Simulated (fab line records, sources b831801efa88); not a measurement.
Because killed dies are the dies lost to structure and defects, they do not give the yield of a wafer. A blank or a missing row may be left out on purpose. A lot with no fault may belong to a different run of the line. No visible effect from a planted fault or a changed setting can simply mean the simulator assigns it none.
Split-lot experiment ; flow sky130 ; route with 708 steps; 5 lots, 23 wafers read

## THE SPLIT
At SKY_VIA3_COAT_07 (resist thk 450 nm), the setting resist_thk_nm was moved away from the recipe's 450 nm on 8 of the 23 wafers read, by +2.5% to +4.8%. This setting was run at the recipe's value on the other wafers.

## BETWEEN THE SPLIT AND THE READING: the file shows 1 step in between
- SKY_VIA3_ETCH_14: etches BARC in N2/H2, stops on SiO2, time 45.9 s, target depth 60 nm (also split here: bias_w)

## THE READING
KrF-thick_of_VIA3_COAT_07.thk_nm (the simulator's own value, which no gauge read), in nm, at SKY_VIA3_ETCH_15 (etches SiO2 in C4F8/O2/Ar, stops on TiN, target depth 507 nm, time 78 s). The file gives no usual value for it. The 15 wafers here that ran the recipe average 288.7 nm, standard deviation 1.5 nm.

wafer;tool, chamber at the split;resist_thk_nm as run, nm;against the recipe;KrF-thick_of_VIA3_COAT_07.thk_nm, nm;against lot-mates on the recipe
L076.2;litho_track-03, 0;450;recipe;287.3;-
L076.3;litho_track-03, 0;450;recipe;287.8;-
L076.4;litho_track-03, 0;471.4;+4.8%;310.3;+22.8
L076.5;litho_track-03, 0;471.4;+4.8%;306.9;+19.3
L076.6;litho_track-03, 0;471.4;+4.8%;312.7;+25.1
L079.1;litho_track-01, 0;450;recipe;287.6;-
L079.2;litho_track-01, 0;461.2;+2.5%;301.2;+12.4
L079.3;litho_track-01, 0;450;recipe;290;-
L079.4;litho_track-01, 0;461.2;+2.5%;304.7;+15.9
L079.5;litho_track-01, 0;461.2;+2.5%;302;+13.2
L081.1;litho_track-02, 0;450;recipe;289.5;-
L081.2;litho_track-02, 0;450;recipe;291.9;-
L081.6;litho_track-02, 0;450;recipe;289.1;-
L080.1;litho_track-03, 0;464.2;+3.2%;300.5;+11.8
L080.3;litho_track-03, 0;450;recipe;288.6;-
L080.4;litho_track-03, 0;450;recipe;288;-
L080.5;litho_track-03, 0;450;recipe;289.4;-
L080.6;litho_track-03, 0;464.2;+3.2%;302.8;+14.1
L085.1;litho_track-03, 0;450;recipe;288.9;-
L085.2;litho_track-03, 0;450;recipe;286.9;-
L085.4;litho_track-03, 0;450;recipe;290.9;-
L085.5;litho_track-03, 0;450;recipe;285.8;-
L085.6;litho_track-03, 0;450;recipe;288.8;-

FIT RESULTS
A straight line over all 23 wafers: KrF-thick_of_VIA3_COAT_07.thk_nm changes by +4.56 nm for each +1% of resist_thk_nm; r = +0.97; the points scatter about the line by 2 nm.
The same after taking each lot's own level away (the mean of its wafers on the recipe; 23 wafers): +4.72 nm for each +1%; r = +0.98; scatter 1.8 nm.
That fit puts the effect of the largest move of resist_thk_nm on the reading at 22 nm.
Measured against the standard deviation above, the lots' own levels, which go from 287.55 to 290.17 nm, span 1.7 times it.
Consequently the slope shifts little with the lot-to-lot level, the two slopes agreeing.
Check: with one of the wafers moved furthest among these (+4.8%) left out of the fit, the line predicts +22.5 nm for it against its lot-mates. Against them it came out at +22.8 nm.

## FURTHER SPLITS ON THESE WAFERS
Note: prior to the reading, these wafers also went through further splits. Each is held against what the fit with the lots' levels taken away leaves over:
other split on the same wafers;wafers away from the commonest value;r with KrF-thick_of_VIA3_COAT_07.thk_nm (lot level and that fit taken away)
SKY_METAL3_EXPOSE_10 dose_mj;7;+0.17
SKY_VIA3_CMP_02 leave_above_ref_nm;7;+0.06
SKY_VIA3_ETCH_14 bias_w;7;-0.22

## THE WHOLE CHAIN: every reading that the file lists as answering this split, in the file's order
step;what it does;reading;change (the file's fit);r (the file's)
SKY_VIA3_COAT_07;resist thk 450 nm;KrF-thick_of_VIA3_COAT_07.thk_nm (the simulator's own value, which no gauge read);+4.55 nm for each +1% of the setting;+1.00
SKY_VIA3_ETCH_14;etches BARC in N2/H2, stops on SiO2, time 45.9 s, target depth 60 nm;KrF-thick_of_VIA3_COAT_07.thk_nm (the simulator's own value, which no gauge read);+4.57 nm for each +1% of the setting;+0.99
SKY_VIA3_ETCH_15;etches SiO2 in C4F8/O2/Ar, stops on TiN, target depth 507 nm, time 78 s;KrF-thick_of_VIA3_COAT_07.thk_nm (the simulator's own value, which no gauge read);+4.69 nm for each +1% of the setting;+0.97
SKY_VIA3_STRIP_16;strips in O2/N2;strip_time_to_endpoint_s;withheld for each +1% of the setting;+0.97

## THE FILE'S OWN FIT
KrF-thick_of_VIA3_COAT_07.thk_nm changes by +4.69 nm for each +1% of resist_thk_nm, r = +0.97.
